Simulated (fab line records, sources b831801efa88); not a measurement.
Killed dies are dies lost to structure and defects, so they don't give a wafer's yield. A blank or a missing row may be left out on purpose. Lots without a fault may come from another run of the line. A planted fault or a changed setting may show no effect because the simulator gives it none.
A struck lot beside a sound one | flow sky130 | 15 steps out of a route of 708
Sound: wafers L433.3, L433.4, L433.6. Struck: wafer L450.4. (L450.1, L450.2 of the same lot were not struck and are left out.) The cause comes at the end.
At each step with rows: each side's tool, then ch and its chambers, then its first start. Under that, the readings that differ: sound wafers | struck wafers | difference of the means | sigmas: that difference in standard deviations of wafers without a fault.
alike: readings whose means differ by less than 2 such deviations, and words and numbers that are the same on both sides. not compared: withheld readings, readings that some wafer has no value for, bounds like >300 that may hide the same value, and numbers for which the record gives no deviation and whose values overlap.
The two part at a step that has a row with sigmas, a row that says differs or no value, or rows on one side only. Numbers that don't overlap but have no deviation are shown without sigmas and don't part them. A reading that every wafer of one side lacks parts them only if that side has two wafers or more.

first, 4 steps without rows for these wafers: SKY_LI_CONTACT_SOFTBAKE_08 (time 90 s); SKY_LI_CONTACT_EXPOSE_09 (exposes mask LICM1, target cd 170 nm); SKY_LI_CONTACT_PEB_10; SKY_LI_CONTACT_DEVELOP_11 (develop time 60 s).
SKY_LI_CONTACT_CD_MEAS_12: target cd 170 nm.
  sound on cd_sem-02, day 29 02:26; struck on cd_sem-01, day 35 14:55
  alike: cd_nm
SKY_LI_CONTACT_OVL_MEAS_13:
  sound on overlay-02, day 29 02:31; struck on overlay-02, day 35 15:02
  alike: LI_CONTACT_OVL
SKY_LI_CONTACT_ETCH_14: etches BARC in N2/H2, stops on SiO2, time 45.9 s, target depth 60 nm.
  sound on rie_diel-02 ch 0,3, day 29 02:32; struck on rie_diel-02 ch 3, day 35 15:04
  alike: chamber_pressure_mTorr, drypump_motor_current_A, oes_product_au, throttle_valve_pct
  not compared: rf_hours_counter_h
SKY_LI_CONTACT_ETCH_15: etches PSG in C4F8/O2/Ar, stops on Si, target depth 600 nm.
  sound on rie_diel-02 ch 0,3, day 29 02:35; struck on rie_diel-02 ch 3, day 35 15:07
  reading               | sound             | struck | difference | sigmas
  oes_product_au (a.u.) | 0.836 0.845 0.839 | 0.851  | +0.011     | +3
  alike: chamber_pressure_mTorr
SKY_LI_CONTACT_STRIP_16: strips in O2/N2.
  sound on plasma_asher-02 ch 0,1, day 29 02:42; struck on plasma_asher-03 ch 1, day 35 15:12
  reading               | sound             | struck | difference | sigmas
  oes_product_au (a.u.) | 0.381 0.374 0.368 | 0.363  | -0.011     | -2
  alike: chamber_pressure_mTorr, drypump_motor_current_A, strip_time_to_endpoint_s
  not compared: rf_hours_counter_h
then, 2 steps without rows for these wafers: SKY_LI_CONTACT_CLEAN_17 (cleans in NMP, time 600 s); SKY_LI_CONTACT_PRE_CLEAN_18 (time 5.6 s).
SKY_LI_CONTACT_SPUTTER_19: material Ti, target thk 20 nm, time 106.37 s.
  sound on pvd_sputter-04, day 29 02:58; struck on pvd_sputter-02, day 35 15:30
  alike: chamber_pressure_pa, throttle_valve_pct
SKY_LI_CONTACT_SPUTTER_20: material TiN, target thk 20 nm, time 80 s.
  sound on pvd_sputter-04, day 29 03:02; struck on pvd_sputter-02, day 35 15:34
  reading                                        | sound             | struck | difference | sigmas
  chamber_pressure_pa (Pa)                       | 4.990 5.002 4.998 | 5.889  | +0.892     | +81
  throttle_valve_pct (%)                         | 31.0 30.2 30.9    | 27.4   | -3.3       | -4
  model.TiN_of_LI_CONTACT_SPUTTER_20.thk_nm (nm) | 19.93 19.8 20.16  | 17.49  | -2.47      |
SKY_LI_CONTACT_CVD_21: deposits W, target thk 400 nm, time 120.56 s.
  sound on cvd_w-02 ch 0,1, day 29 03:08; struck on cvd_w-01 ch 1, day 35 15:38
  alike: heater_power_w
SKY_PAD_OPEN_PROBE_99:
  the record has rows for the sound wafers here (prober-01, day 45 17:38) and none for the struck ones

WHERE THEY PART
First at SKY_LI_CONTACT_ETCH_15; last, within this record, at SKY_PAD_OPEN_PROBE_99.

WHY: what the simulator had put in
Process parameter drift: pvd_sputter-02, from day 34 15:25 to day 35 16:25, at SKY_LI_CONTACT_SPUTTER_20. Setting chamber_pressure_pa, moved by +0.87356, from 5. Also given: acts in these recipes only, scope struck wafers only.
